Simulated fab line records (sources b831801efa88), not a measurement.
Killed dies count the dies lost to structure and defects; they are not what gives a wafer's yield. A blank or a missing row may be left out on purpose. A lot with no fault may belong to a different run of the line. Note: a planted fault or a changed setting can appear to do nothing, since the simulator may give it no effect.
fab line records	flow sky130
record: lots: 5	wafers: 15	last_day: 49
route steps=708 shown VIA3@588 METAL4@598 CAP2M@603 PAD_OPEN@708
lots that met no fault: taken from a fault-free run of the same line
start_h: hours from the record's first day to the start of the lot's first wafer shown	wait_h: hours from the lot's prior step to this one	" repeats the value in the row above	L1.1+2: a row that stands for several wafers	- no value, or no start given	* or withheld: withheld	< > ~ a bound
route shown NAME@n: NAME is a module with steps in the file, n the number in the route of the first one	usual: mean/standard deviation taken from wafers without a fault	same: alike in all rows	chamber/n: place in a boat	sites: each site's reading	_std_site: the standard deviation of these	_edge_site: outer sites' mean less inner sites'	radius_mm: for every site, how far away it sits from the centre of the wafer	mask NAME#n: copy n	behind: the most recent tool/chamber to have shaped the wafer	hold: what put the lot on hold/how long, in hours/how the hold closed	device: which transistor (n, p or np) failed to switch	end of line: the same wafers' tests at the end of the route	step lacking rows: just its recipe	killed: dies that structure and defects cost at the first sort, which is not the same as the wafer's yield	map: dies across one wafer; x = killed, . = not, _ = none there
set.NAME: setting as actually run; set.NAME@STEP: the setting as run at that earlier step	model.NAME: the simulator's own value behind a step, which no gauge read
a table for each step, a row for each wafer; lots at some steps of the route
services: a tool's chamber out of use, with start hour (start_h, from the record's first day; less than 0 if before it), hours out, and reason
== steps ==
step: SKY_VIA3_ETCH_15
recipe: target: SiO2	chemistry: C4F8/O2/Ar	target_depth_nm: 507	stop_on: TiN	mask_material: KrF-thick	source_w: 1500	bias_w: 1200	pressure_mtorr: 40	c4f8_flow_sccm: withheld	O2_flow_sccm: 6	Ar_flow_sccm: 300	time_s: 78
usual: bias_w: 1200/3.7	oes_product_au: 0.945/0.0044	rf_fwd_power_W: 1489/4.7
lot.wafer	tool	chamber	start_h	wait_h	bias_w	oes_product_au	rf_fwd_power_W	rf_hours_counter_h
L681.3	rie_diel-01	1	973.51	0.0	1203	0.947	1483	3
L681.4	"	3	"	"	1201	0.938	1480	17
L681.5	"	2	"	"	1203	0.941	1491	-
L684.3	rie_diel-03	3	996.13	0.0	1193	0.938	1488	12
L684.5	"	0	"	"	1193	0.941	1491	-
L684.6	"	1	"	"	1198	0.947	1492	-
L686.2	rie_diel-01	3	1007.64	0.0	1200	0.942	1489	18
L686.4	"	1	"	"	1202	0.947	1487	-
L686.6	"	3	"	"	1197	0.946	1492	-
L689.1	rie_diel-04	2	1027.11	0.0	1198	0.950	1503	23
L689.2	"	0	"	"	1202	0.948	1491	2
L689.3	"	1	"	"	1196	0.947	1496	19
L695.2	rie_diel-04	0	1059.07	0.0	1200	0.944	1488	3
L695.4	"	1	"	"	1204	0.947	1493	21
L695.5	"	1	"	"	1202	0.943	1486	-
step: SKY_VIA3_STRIP_16
recipe: chemistry: O2/N2	power_w: 1400	pressure_mtorr: 1500	platen_temp_c: withheld	o2_flow_sccm: 3000	n2_flow_sccm: 300	overash_fraction: 0.5
usual: drypump_motor_current_A: 5.5/0.47	oes_product_au: 0.402/0.0043	strip_time_to_endpoint_s: 4.141/0.025
lot.wafer	tool	chamber	start_h	wait_h	drypump_motor_current_A	oes_product_au	rf_hours_counter_h	strip_time_to_endpoint_s
L681.3	plasma_asher-04	0	973.60	0.1	5.0	0.400	-	4.149
L681.4	"	1	"	"	5.9	0.406	-	4.174
L681.5	"	1	"	"	5.9	0.401	-	4.114
L684.3	plasma_asher-01	0	996.22	0.1	5.8	0.398	-	4.112
L684.5	"	0	"	"	5.8	0.397	-	4.123
L684.6	"	1	"	"	4.9	0.405	-	4.101
L686.2	plasma_asher-01	0	1007.70	0.0	5.8	0.405	61	4.152
L686.4	"	1	"	"	4.9	0.395	-	4.105
L686.6	"	1	"	"	4.9	0.404	-	4.164
L689.1	plasma_asher-03	0	1027.17	0.0	6.2	0.399	28	4.168
L689.2	"	1	"	"	5.5	0.400	28	4.160
L689.3	"	0	"	"	6.2	0.399	-	4.124
L695.2	plasma_asher-03	1	1059.13	0.0	5.6	0.393	32	4.155
L695.4	"	0	"	"	6.2	0.412	-	4.131
L695.5	"	0	"	"	6.2	0.405	-	4.125
step: SKY_VIA3_STRIP_17
recipe: chemistry: post_etch_residue_remover	time_s: 1200	temp_c: 72.5
step: SKY_VIA3_CLEAN_18
recipe: chemistry: IPA	time_s: 180	temp_c: 25
step: SKY_VIA3_CLEAN_19
recipe: chemistry: O3/DIW	dry: n2_spin
step: SKY_VIA3_SPUTTER_20
recipe: material: TiN	target_thk_nm: 20	chamber_pressure_pa: 5	power_w: 4000	time_s: 80
step: SKY_VIA3_CVD_21
recipe: material: W	target_thk_nm: 390	time_s: 117.31	temp_c: 400	pressure_torr: 40
step: SKY_VIA3_RS_MEAS_22
recipe: thk_meas_gauge: four-point-probe	reads: W_of_VIA3_CVD_21+TiN_of_VIA3_SPUTTER_20
usual: VIA3_W_RS: 0.2944/0.0025
lot.wafer	tool	chamber	start_h	wait_h	VIA3_W_RS[ohm/sq]
L681.3	film_metro-03	-	974.39	0.1	0.2973
L681.4	"	-	"	"	0.2934
L681.5	"	-	"	"	0.2935
L684.3	film_metro-03	-	997.00	0.1	0.2933
L684.5	"	-	"	"	0.2909
L684.6	"	-	"	"	0.2931
L686.2	film_metro-03	-	1008.54	0.1	0.2956
L686.4	"	-	"	"	0.2967
L686.6	"	-	"	"	0.2970
L689.1	film_metro-03	-	1027.95	0.1	0.2970
L689.2	"	-	"	"	0.2933
L689.3	"	-	"	"	0.2993
L695.2	film_metro-03	-	1059.92	0.1	0.2987
L695.4	"	-	"	"	0.2967
L695.5	"	-	"	"	0.3006
step: SKY_VIA3_THK_MEAS_23
recipe: thk_meas_gauge: xrf	reads: W_of_VIA3_CVD_21
usual: VIA3_W_THK: 388/4.9
lot.wafer	tool	chamber	start_h	wait_h	VIA3_W_THK[nm]
L681.3	film_metro-03	-	974.49	0.1	384
L681.4	"	-	"	"	389
L681.5	"	-	"	"	390
L684.3	film_metro-03	-	997.10	0.1	394
L684.5	"	-	"	"	397
L684.6	"	-	"	"	395
L686.2	film_metro-03	-	1008.65	0.1	386
L686.4	"	-	"	"	384
L686.6	"	-	"	"	383
L689.1	film_metro-03	-	1028.07	0.1	381
L689.2	"	-	"	"	387
L689.3	"	-	"	"	378
L695.2	film_metro-03	-	1060.03	0.1	389
L695.4	"	-	"	"	389
L695.5	"	-	"	"	383
step: SKY_VIA3_CMP_24
recipe: stop_on: SiO2	t_overpolish_s: 20	down_force_psi: 3.5	platen_rpm: 60	target_thk_nm: 0	pad_velocity_m_s: 0.94248
usual: motor_current_A: 11.0/1.3	overpolish_run_s: 20.001/0.0094	time_to_endpoint_s: 95/3.2
lot.wafer	tool	chamber	start_h	wait_h	motor_current_A	overpolish_run_s	time_to_endpoint_s
L681.3	cmp-01	3	974.60	0.1	12.7	20.007	95
L681.4	"	1	"	"	12.6	19.999	93
L681.5	"	3	"	"	13.2	20.009	96
L684.3	cmp-02	0	997.39	0.3	10.4	20.026	96
L684.5	"	3	"	"	11.4	19.998	96
L684.6	"	0	"	"	10.0	19.980	93
L686.4	cmp-02	0	1008.70	0.0	9.7	20.011	92
L686.2	"	1	"	"	10.2	19.994	94
L686.6	"	0	"	"	10.4	20.008	92
L689.3	cmp-02	0	1028.13	0.0	10.1	20.016	93
L689.1	"	1	"	"	10.2	19.993	96
L689.2	"	3	"	"	11.6	20.002	105
L695.2	cmp-02	2	1060.18	0.1	10.0	20.006	95
L695.4	"	3	"	"	11.7	20.019	94
L695.5	"	0	"	"	10.3	19.999	89
step: SKY_METAL4_SPUTTER_00
recipe: material: Ti	target_thk_nm: 15	power_w: 3000	time_s: 10	chamber_pressure_pa: 0.4
usual: throttle_valve_pct: 29.5/1.1
lot.wafer	tool	chamber	start_h	wait_h	throttle_valve_pct
L681.3	pvd_sputter-04	-	974.90	0.2	29.2
L681.4	"	-	"	"	27.8
L681.5	"	-	"	"	29.0
L684.3	pvd_sputter-04	-	997.64	0.2	29.4
L684.5	"	-	"	"	30.3
L684.6	"	-	"	"	28.8
L686.2	pvd_sputter-03	-	1009.00	0.2	30.0
L686.4	"	-	"	"	29.8
L686.6	"	-	"	"	29.5
L689.1	pvd_sputter-04	-	1028.43	0.2	29.5
L689.2	"	-	"	"	29.1
L689.3	"	-	"	"	27.8
L695.2	pvd_sputter-01	-	1060.38	0.1	32.3
L695.4	"	-	"	"	30.1
L695.5	"	-	"	"	29.9
step: SKY_METAL4_SPUTTER_01
recipe: material: TiN	target_thk_nm: 20	power_w: 6500	time_s: 16.7	chamber_pressure_pa: 0.4
step: SKY_METAL4_SPUTTER_02
recipe: material: AlCu	target_thk_nm: 735	power_w: 10600	time_s: 39.1	chamber_pressure_pa: 0.4
usual: throttle_valve_pct: 29.5/1.1
lot.wafer	tool	chamber	start_h	wait_h	throttle_valve_pct	model.AlCu_of_METAL4_SPUTTER_02.thk_nm
L681.3	pvd_sputter-04	-	974.95	0.0	29.3	737.1
L681.4	"	-	"	"	27.5	731.3
L681.5	"	-	"	"	29.0	736.6
L684.3	pvd_sputter-04	-	997.69	0.0	29.5	721.8
L684.5	"	-	"	"	30.2	726.9
L684.6	"	-	"	"	28.8	728.4
L686.2	pvd_sputter-03	-	1009.05	0.0	29.9	718.6
L686.4	"	-	"	"	30.2	722
L686.6	"	-	"	"	29.7	722.3
L689.1	pvd_sputter-04	-	1028.47	0.0	29.5	724.8
L689.2	"	-	"	"	29.0	729.4
L689.3	"	-	"	"	27.5	1071
L695.2	pvd_sputter-01	-	1060.43	0.0	32.1	739.2
L695.4	"	-	"	"	30.1	730.8
L695.5	"	-	"	"	29.8	735.2
step: SKY_METAL4_SPUTTER_03
recipe: material: Ti	target_thk_nm: 5	power_w: 3000	time_s: 3.3	chamber_pressure_pa: 0.4
step: SKY_METAL4_SPUTTER_04
recipe: material: TiN	target_thk_nm: 70	power_w: 6500	time_s: 58.3	chamber_pressure_pa: 0.4
step: SKY_CAP2M_CVD_00
recipe: material: SiO2	target_thk_nm: 15.5	temp_c: 400	time_s: withheld	rf_w: 450
step: SKY_CAP2M_THK_MEAS_01
recipe: reads: SiO2_of_CAP2M_CVD_00
usual: CAP2M_CVD_00_THK: 15.52/0.25
lot.wafer	tool	chamber	start_h	wait_h	CAP2M_CVD_00_THK[nm]
L681.3	film_metro-04	-	975.10	-	15.73
L681.4	"	-	"	"	15.98
L681.5	"	-	"	"	15.59
L684.3	film_metro-02	-	997.84	-	15.47
L684.5	"	-	"	"	15.32
L684.6	"	-	"	"	15.70
L686.2	film_metro-04	-	1009.20	-	15.75
L686.4	"	-	"	"	15.59
L686.6	"	-	"	"	15.85
L689.1	film_metro-02	-	1028.61	-	15.78
L689.2	"	-	"	"	15.47
L689.3	"	-	"	"	15.75
L695.2	film_metro-02	-	1060.57	-	15.38
L695.4	"	-	"	"	15.28
L695.5	"	-	"	"	15.54
step: SKY_CAP2M_SPUTTER_02
recipe: material: TiN	target_thk_nm: 200	temp_c: 300	power_w: 6500	time_s: 166.7	chamber_pressure_pa: 0.4
usual: throttle_valve_pct: 29.4/1.1
lot.wafer	tool	chamber	start_h	wait_h	throttle_valve_pct
L681.3	pvd_sputter-03	-	975.14	0.0	30.6
L681.4	"	-	"	"	31.3
L681.5	"	-	"	"	30.0
L684.3	pvd_sputter-03	-	997.88	0.0	29.4
L684.5	"	-	"	"	30.3
L684.6	"	-	"	"	29.7
L686.2	pvd_sputter-02	-	1009.25	0.0	27.6
L686.4	"	-	"	"	29.2
L686.6	"	-	"	"	29.8
L689.1	pvd_sputter-02	-	1028.67	0.1	29.7
L689.2	"	-	"	"	29.9
L689.3	"	-	"	"	29.2
L695.2	pvd_sputter-02	-	1060.62	0.0	27.5
L695.4	"	-	"	"	27.7
L695.5	"	-	"	"	29.5
step: SKY_CAP2M_RS_MEAS_03
recipe: thk_meas_gauge: four-point-probe	reads: TiN_of_CAP2M_SPUTTER_02
usual: CAP2M_TIN_RS: 6.94/0.096
lot.wafer	tool	chamber	start_h	wait_h	CAP2M_TIN_RS[ohm/sq]
L681.3	film_metro-01	-	975.29	0.1	6.86
L681.4	"	-	"	"	6.94
L681.5	"	-	"	"	6.81
L684.3	film_metro-04	-	998.03	0.1	6.93
L684.5	"	-	"	"	6.99
L684.6	"	-	"	"	6.96
L686.2	film_metro-01	-	1009.38	0.1	7.03
L686.4	"	-	"	"	7.00
L686.6	"	-	"	"	7.05
L689.1	film_metro-01	-	1028.78	0.1	6.98
L689.2	"	-	"	"	6.97
L689.3	"	-	"	"	7.00
L695.2	film_metro-01	-	1060.75	0.1	6.90
L695.4	"	-	"	"	6.99
L695.5	"	-	"	"	6.97
step: SKY_CAP2M_THK_MEAS_04
recipe: thk_meas_gauge: xrf	reads: TiN_of_CAP2M_SPUTTER_02
usual: CAP2M_TIN_THK: 200.1/2.7
lot.wafer	tool	chamber	start_h	wait_h	CAP2M_TIN_THK[nm]
L681.3	film_metro-01	-	975.39	0.1	202.0
L681.4	"	-	"	"	199.8
L681.5	"	-	"	"	203.1
L684.3	film_metro-04	-	998.13	0.1	200.7
L684.5	"	-	"	"	198.8
L684.6	"	-	"	"	199.8
L686.2	film_metro-01	-	1009.49	0.1	196.1
L686.4	"	-	"	"	198.1
L686.6	"	-	"	"	196.7
L689.1	film_metro-01	-	1028.90	0.1	198.4
L689.2	"	-	"	"	199.2
L689.3	"	-	"	"	197.6
L695.2	film_metro-01	-	1060.86	0.1	199.8
L695.4	"	-	"	"	197.5
L695.5	"	-	"	"	198.4
step: SKY_CAP2M_DEHYDRATE_05
recipe: temp_c: 200	time_s: 60
step: SKY_CAP2M_HMDS_06
recipe: prime_time_s: 60	prime_temp_c: 120
step: SKY_CAP2M_COAT_07
recipe: resist: NOVOLAK	spin_rpm: 3000	resist_thk_nm: 1140
step: SKY_CAP2M_SOFTBAKE_08
recipe: temp_c: 90	time_s: 60	resist: NOVOLAK
step: SKY_CAP2M_EXPOSE_09
recipe: mask_id: CAP2M	na: 0.6	source_shape: conventional	sigma_outer: 0.6	polarization: unpolarized	target_cd_nm: 1000	dose_mj: 159
step: SKY_CAP2M_PEB_10
recipe: temp_c: withheld	time_s: *	resist: NOVOLAK
step: SKY_CAP2M_DEVELOP_11
recipe: resist: NOVOLAK	developer: TMAH	develop_time_s: 60	dev_temp_c: 23
step: SKY_CAP2M_OVL_MEAS_12
usual: CAP2M_OVL: 0.8/1.5
lot.wafer	tool	chamber	start_h	wait_h	CAP2M_OVL[nm]
L681.3	overlay-02	-	998.17	0.1	-1.0
L681.4	"	-	"	"	-1.2
L681.5	"	-	"	"	0.1
L684.3	overlay-01	-	1021.31	0.1	4.6
L684.5	"	-	"	"	2.0
L684.6	"	-	"	"	3.1
L686.2	overlay-02	-	1031.91	0.1	0.2
L686.4	"	-	"	"	1.5
L686.6	"	-	"	"	1.0
L689.1	overlay-02	-	1050.41	0.1	-0.1
L689.2	"	-	"	"	1.3
L689.3	"	-	"	"	-0.2
L695.2	overlay-01	-	1081.72	0.1	-0.3
L695.4	"	-	"	"	1.0
L695.5	"	-	"	"	0.3
step: SKY_CAP2M_METAL_ETCH_13
recipe: target_depth_nm: 220	stop_on: SiO2	chemistry: Cl2/BCl3	target: TiN	pressure_mtorr: 10	icp_w: 900	bias_w: 48.5	Cl2_flow_sccm: 60	bcl3_flow_sccm: 30	time_s: 62.9
step: SKY_CAP2M_STRIP_14
recipe: chemistry: O2/N2	power_w: 1400	pressure_mtorr: 1500	platen_temp_c: withheld	o2_flow_sccm: 3000	n2_flow_sccm: 300	overash_fraction: 0.5
step: SKY_CAP2M_STRIP_15
recipe: chemistry: post_etch_residue_remover	time_s: 1200	temp_c: 72.5
step: SKY_CAP2M_CLEAN_16
recipe: chemistry: IPA	time_s: 180	temp_c: 25
step: SKY_CAP2M_CLEAN_17
recipe: chemistry: O3/DIW	dry: n2_spin
step: SKY_METAL4_DEHYDRATE_05
recipe: temp_c: 200	time_s: 60
step: SKY_METAL4_HMDS_06
recipe: prime_time_s: 60	prime_temp_c: 120
step: SKY_METAL4_COAT_07
recipe: resist: BARC	temp_c: withheld	time_s: withheld	spin_rpm: 3000	resist_thk_nm: 60
step: SKY_METAL4_COAT_08
recipe: resist: KrF-thick	spin_rpm: 3000	resist_thk_nm: 1140
step: SKY_METAL4_SOFTBAKE_09
recipe: temp_c: 100	time_s: 90	resist: KrF-thick
step: SKY_METAL4_EXPOSE_10
recipe: mask_id: MM4	na: 0.68	source_shape: annular	sigma_inner: 0.4	sigma_outer: 0.8	target_cd_nm: 300	dose_mj: 28
step: SKY_METAL4_PEB_11
recipe: peb_temp_c: withheld	peb_time_s: withheld	resist: KrF-thick
step: SKY_METAL4_DEVELOP_12
recipe: develop_time_s: 60	resist: KrF-thick	dev_temp_c: 21
step: SKY_METAL4_CD_MEAS_13
recipe: target_cd_nm: 300
usual: cd_nm: 299.9/1.2
lot.wafer	tool	chamber	start_h	wait_h	cd_nm
L681.3	cd_sem-01	-	1021.45	-	300.8
L681.4	"	-	"	"	299.3
L681.5	"	-	"	"	299.9
L684.3	cd_sem-02	-	1044.86	-	300.1
L684.5	"	-	"	"	300.7
L684.6	"	-	"	"	300.1
L686.2	cd_sem-02	-	1054.29	-	300.0
L686.4	"	-	"	"	301.4
L686.6	"	-	"	"	301.0
L689.1	cd_sem-01	-	1072.66	-	300.9
L689.2	"	-	"	"	301.2
L689.3	"	-	"	"	301.0
L695.2	cd_sem-01	-	1103.48	-	298.8
L695.4	"	-	"	"	298.0
L695.5	"	-	"	"	300.2
step: SKY_METAL4_METAL_ETCH_18
recipe: target_depth_a: 8450	stop_on: SiO2	over_etch_frac: 0.3	time_s: 183.1	chemistry: Cl2/BCl3	resist_sidewall_deg: 88	pressure_mtorr: 10	icp_w: 900	bias_w: 48.5	Cl2_flow_sccm: 60	bcl3_flow_sccm: 30
usual: bias_w: 48.49/0.15	drypump_motor_current_A: 5.9/0.5	oes_product_au: 0.864/0.0049	rf_fwd_power_W: 897.4/2.6	throttle_valve_pct: 22.265/0.0097
lot.wafer	tool	chamber	start_h	wait_h	bias_w	drypump_motor_current_A	oes_product_au	rf_fwd_power_W	rf_hours_counter_h	throttle_valve_pct
L681.3	rie_metal-03	1	1021.78	0.1	48.42	5.1	0.865	898.8	-	22.265
L681.4	"	0	"	"	48.43	6.5	0.864	898.9	-	22.259
L681.5	"	1	"	"	48.43	5.1	0.864	896.5	-	22.280
L684.3	rie_metal-03	1	1045.19	0.1	48.61	5.1	0.858	899.5	-	22.259
L684.5	"	1	"	"	48.46	5.2	0.866	900.2	-	22.258
L684.6	"	0	"	"	48.64	6.4	0.866	899.1	-	22.280
L686.2	rie_metal-03	0	1054.58	0.0	48.40	6.4	0.856	896.9	15	22.268
L686.4	"	0	"	"	48.49	6.5	0.859	895.2	-	22.263
L686.6	"	1	"	"	48.46	5.1	0.861	901.5	-	22.258
L689.1	rie_metal-01	0	1072.97	0.0	48.30	5.9	0.862	896.5	15	22.276
L689.2	"	1	"	"	48.50	6.2	0.871	898.0	21	22.256
L689.3	"	0	"	"	48.36	5.9	0.987	900.8	-	22.264
L695.2	rie_metal-03	0	1103.76	0.0	48.72	6.4	0.864	902.0	18	22.252
L695.4	"	0	"	"	48.44	6.4	0.861	899.9	-	22.264
L695.5	"	0	"	"	48.58	6.4	0.856	900.6	-	22.272
step: SKY_PAD_OPEN_PROBE_99
usual: defect_limited_yield: 82.3/1.9	killed_at_M0_to_M3: 44/6.5	killed_at_M4_up: 3.3/1.9	killed_at_contacts: 24/5.3	killed_at_front_end: 15/4.5	killed_at_other: 0.3/0.58	killed_dies: 87/9.3	killed_on_rim: 17/4.2	killed_open: 48/6.6	killed_short: 39/6.1	sort_bin_3_pad_short: 0.9/0.46	sort_bin_5_function: 10.5/1.6	sort_bin_6_memory: 6.3/1.1	sort_n_pass: 405/9.3	sort_yield_pct: 82.3/1.9
same: gross_dies: 492	killed_at_back_side: 0	sort_bin_4_leakage[%]: 0	sort_bin_8_speed[%]: 0
lot.wafer	tool	chamber	start_h	wait_h	defect_limited_yield[%]	killed_at_M0_to_M3	killed_at_M4_up	killed_at_contacts	killed_at_front_end	killed_at_other	killed_dies	killed_on_rim	killed_open	killed_short	sort_bin_3_pad_short[%]	sort_bin_5_function[%]	sort_bin_6_memory[%]	sort_n_pass	sort_yield_pct[%]
L681.3	prober-02	-	1114.58	0.2	83.1	43	4	26	10	0	83	20	40	43	1.6	9.8	5.5	409	83.1
L681.4	prober-02	-	1114.63	0.2	82.9	49	0	17	16	2	84	15	41	43	0.6	10.2	6.3	408	82.9
L681.5	prober-02	-	1114.68	0.2	82.1	52	1	16	17	2	88	13	49	39	0.8	10.2	6.9	404	82.1
L684.3	prober-02	-	1133.93	0.2	85.2	40	1	20	12	0	73	14	37	36	0.8	7.7	6.3	419	85.2
L684.5	prober-02	-	1134.03	0.2	85.8	29	6	15	20	0	70	11	39	31	0.8	8.1	5.3	422	85.8
L684.6	prober-02	-	1134.08	0.2	80.9	49	3	29	13	0	94	22	57	37	0.6	12.0	6.5	398	80.9
L686.2	prober-02	-	1143.18	0.1	78.9	51	3	30	20	0	104	22	54	50	1.4	13.0	6.7	388	78.9
L686.4	prober-02	-	1143.28	0.2	82.1	48	5	21	14	0	88	16	47	41	0.6	9.6	7.7	404	82.1
L686.6	prober-02	-	1143.38	0.2	82.1	45	8	23	12	0	88	16	50	38	0.8	9.3	7.7	404	82.1
L689.1	prober-01	-	1159.61	0.1	82.7	47	4	16	18	0	85	24	53	32	0.6	10.0	6.7	407	82.7
L689.2	prober-01	-	1159.66	0.1	81.7	58	1	21	10	0	90	20	51	39	0.8	11.8	5.7	402	81.7
L689.3	prober-01	-	1159.71	0.2	0	45	405	23	19	0	492	96	55	37	0.6	92.5	6.9	0	0
L695.2	prober-01	-	1184.02	0.1	80.9	39	2	36	17	0	94	19	63	31	0.2	14.4	4.5	398	80.9
L695.4	prober-01	-	1184.12	0.2	81.5	39	4	33	13	2	91	11	48	43	0.4	10.2	7.9	401	81.5
L695.5	prober-01	-	1184.17	0.2	84.3	40	2	22	13	0	77	12	51	26	0.8	8.5	6.3	415	84.3
killed by level:class
L681.3 CONTACT:geometric_particle:open=10 VIA1:geometric_particle:open=7 VIA2:geometric_particle:open=7 METAL1:geometric_particle:short=6 VIA1:geometric_particle:short=6 LI_CONTACT:geometric_particle:short=4 LI_CONTACT:geometric_particle:open=4 LOCAL_INTERCONNECT:geometric_particle:short=4
L681.4 VIA1:geometric_particle:open=11 VIA1:geometric_particle:short=10 METAL1:geometric_particle:short=7 VIA2:geometric_particle:open=7 FIELD_ISO:geometric_particle:short=6 LOCAL_INTERCONNECT:geometric_particle:short=6 CONTACT:geometric_particle:open=6 POLY_GATE:geometric_particle:open=4
L681.5 VIA1:geometric_particle:open=14 VIA2:geometric_particle:open=10 VIA1:geometric_particle:short=6 VIA3:geometric_particle:short=6 LI_CONTACT:geometric_particle:open=5 VIA3:geometric_particle:open=5 FIELD_ISO:geometric_particle:short=4 POLY_GATE:geometric_particle:short=3
L684.3 VIA1:geometric_particle:open=9 METAL2:geometric_particle:short=8 VIA2:geometric_particle:open=7 LOCAL_INTERCONNECT:geometric_particle:short=6 LI_CONTACT:geometric_particle:open=5 VIA3:geometric_particle:open=5 CONTACT:geometric_particle:open=4 CONTACT:geometric_particle:short=4
L684.5 FIELD_ISO:geometric_particle:open=8 LI_CONTACT:geometric_particle:open=7 METAL1:geometric_particle:short=6 CONTACT:geometric_particle:open=5 POLY_GATE:geometric_particle:open=4 VIA2:geometric_particle:open=4 VIA1:geometric_particle:open=4 METAL2:geometric_particle:short=4
L684.6 VIA1:geometric_particle:open=16 CONTACT:geometric_particle:open=12 LOCAL_INTERCONNECT:geometric_particle:short=7 VIA3:geometric_particle:open=7 VIA1:geometric_particle:short=6 METAL2:geometric_particle:short=6 VIA2:geometric_particle:open=5 POLY_GATE:geometric_particle:short=4
L686.2 CONTACT:geometric_particle:open=14 METAL1:geometric_particle:short=10 VIA1:geometric_particle:open=10 VIA2:geometric_particle:open=8 FIELD_ISO:geometric_particle:short=6 LI_CONTACT:geometric_particle:open=5 LOCAL_INTERCONNECT:geometric_particle:short=5 VIA2:geometric_particle:short=5
L686.4 VIA1:geometric_particle:open=16 CONTACT:geometric_particle:open=11 METAL1:geometric_particle:short=6 METAL4:geometric_particle:short=5 POLY_GATE:geometric_particle:short=4 VIA2:geometric_particle:short=4 LI_CONTACT:geometric_particle:open=4 VIA3:geometric_particle:open=4
L686.6 VIA3:geometric_particle:open=10 CONTACT:geometric_particle:open=8 LI_CONTACT:geometric_particle:open=7 METAL1:geometric_particle:short=6 VIA1:geometric_particle:short=6 VIA1:geometric_particle:open=6 LOCAL_INTERCONNECT:geometric_particle:short=4 METAL4:geometric_particle:short=4
L689.1 VIA1:geometric_particle:open=13 POLY_GATE:geometric_particle:open=7 LI_CONTACT:geometric_particle:open=7 METAL2:geometric_particle:short=7 CONTACT:geometric_particle:open=6 VIA3:geometric_particle:open=6 VIA1:geometric_particle:short=5 METAL1:geometric_particle:short=5
L689.2 VIA1:geometric_particle:open=14 CONTACT:geometric_particle:open=11 VIA2:geometric_particle:open=10 VIA3:geometric_particle:open=9 METAL2:geometric_particle:short=7 METAL1:geometric_particle:short=6 VIA2:geometric_particle:short=5 VIA3:geometric_particle:short=4
L689.3 METAL4:area_etch=400 CONTACT:geometric_particle:open=12 VIA1:geometric_particle:open=9 VIA2:geometric_particle:open=9 POLY_GATE:geometric_particle:open=7 VIA2:geometric_particle:short=7 LI_CONTACT:geometric_particle:open=6 FIELD_ISO:geometric_particle:open=5
L695.2 CONTACT:geometric_particle:open=20 VIA1:geometric_particle:open=11 FIELD_ISO:geometric_particle:open=7 VIA3:geometric_particle:open=6 LI_CONTACT:geometric_particle:open=6 VIA2:geometric_particle:open=6 CONTACT:geometric_particle:short=5 POLY_GATE:geometric_particle:open=4
L695.4 CONTACT:geometric_particle:open=18 VIA1:geometric_particle:open=8 VIA2:geometric_particle:open=8 LI_CONTACT:geometric_particle:open=5 VIA3:geometric_particle:open=5 FIELD_ISO:geometric_particle:short=4 LOCAL_INTERCONNECT:geometric_particle:short=4 CONTACT:geometric_particle:short=4
L695.5 VIA1:geometric_particle:open=10 CONTACT:geometric_particle:open=9 FIELD_ISO:geometric_particle:open=7 LI_CONTACT:geometric_particle:open=6 VIA1:geometric_particle:short=6 VIA3:geometric_particle:open=6 METAL1:geometric_particle:open=5 VIA2:geometric_particle:open=5
map L689.3 (x killed, . not)
__________xxxxxxxxxx_________
________xxxxxxxxxxxxxx_______
______xxxxxxxxxxxxxxxxxx_____
_____xxxxxxxxxxxxxxxxxxxx____
____xxxxxxxxxxxxxxxxxxxxxx___
___xxxxxxxxxxxxxxxxxxxxxxxx__
__xxxxxxxxxxxxxxxxxxxxxxxxxx_
_xxxxxxxxxxxxxxxxxxxxxxxxxxxx
_xxxxxxxxxxxxxxxxxxxxxxxxxxxx
_xxxxxxxxxxxxxxxxxxxxxxxxxxxx
_xxxxxxxxxxxxxxxxxxxxxxxxxxxx
_xxxxxxxxxxxxxxxxxxxxxxxxxxxx
_xxxxxxxxxxxxxxxxxxxxxxxxxxxx
_xxxxxxxxxxxxxxxxxxxxxxxxxxxx
_xxxxxxxxxxxxxxxxxxxxxxxxxxxx
__xxxxxxxxxxxxxxxxxxxxxxxxxx_
___xxxxxxxxxxxxxxxxxxxxxxxx__
____xxxxxxxxxxxxxxxxxxxxxx___
_____xxxxxxxxxxxxxxxxxxxx____
______xxxxxxxxxxxxxxxxxx_____
________xxxxxxxxxxxxxx_______
__________xxxxxxxxxx_________
map L684.6 (x killed, . not)
__________x.......x._________
________.........x.x.._______
______...x.......x...x.._____
_____x.x...........x....x____
____x........x......xxxx..___
___.xxx...x.x.....xx......x__
__x...xx..................x._
_..x...................xx...x
_..x...............xxx.......
_x...............x..x..x.....
_.x.....x....xx....x.....x.x.
_...xx..x.......x.....x......
_.....x......x...x.xxx.....x.
_.......xx.xx...x...x...xx...
_xxx.......x............x....
__..x......xx....x......x..._
___............x.......x...__
____............xx......x.___
_____.xx.........x.......____
______x................x_____
________.x.x..x..x...._______
__________....x...x._________
== services ==
tool	chamber	start_h	hours	kind
cmp-02	-	956.36	0.2	repair
pvd_sputter-01	-	970.62	4.4	repair
cmp-02	-	973.73	4.0	pm
rie_metal-03	-	974.54	2.8	pm
rie_diel-01	2	977.68	33.4	repair
plasma_asher-01	-	982.33	1.3	repair
rie_diel-04	-	986.23	0.2	repair
cmp-01	-	989.27	16.3	repair
rie_diel-01	1	992.39	5.0	repair
rie_diel-04	3	1006.74	11.1	repair
plasma_asher-04	-	1013.77	15.6	pm
pvd_sputter-04	-	1015.79	2.3	repair
plasma_asher-03	-	1019.86	2.2	repair
cmp-01	-	1027.99	3.7	pm
rie_diel-03	1	1028.00	19.8	repair
plasma_asher-04	-	1042.40	0.6	repair
plasma_asher-04	-	1055.25	9.0	pm
rie_metal-03	-	1059.09	14.6	pm
pvd_sputter-02	-	1072.54	1.6	repair
plasma_asher-01	-	1076.21	1.9	repair
cmp-01	-	1084.48	4.0	pm
rie_metal-03	-	1088.16	6.5	repair
rie_metal-01	-	1101.08	2.8	pm
plasma_asher-04	-	1103.65	3.4	repair
== key ==
first_sign: step: SKY_METAL4_METAL_ETCH_18	reading: oes_product_au	direction: up	sigmas: 25	usual: 0.864	struck: 0.987
effect: step: SKY_PAD_OPEN_PROBE_99	reading: killed_at_M4_up	direction: up	sigmas: 99+	usual: 3.3	struck: 405
model_effect: step: SKY_METAL4_SPUTTER_02	value: AlCu_of_METAL4_SPUTTER_02.thk_nm	without: 722.2	struck: 1071
more_kills_born_at: SKY_METAL4_METAL_ETCH_18@rie_metal-01: 400
met_at SKY_METAL4_SPUTTER_02
struck_wafers L689.3
later_rows_left_out L689.3
onset_between 997.69 1028.47
fault: kind: process_parameter_drift	tool: pvd_sputter-04	chamber: -	onset_h: 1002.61	steps: SKY_METAL4_SPUTTER_02	channel: target_thk_nm	offset: 348.33	shape: step	end_h: 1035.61	scope: struck_wafers_only	acts_in: these_recipes_only	stated: 735
later_rows_left_out: the simulator's readings of these wafers behind a module that went badly wrong aren't trusted and aren't shown, but for the sort
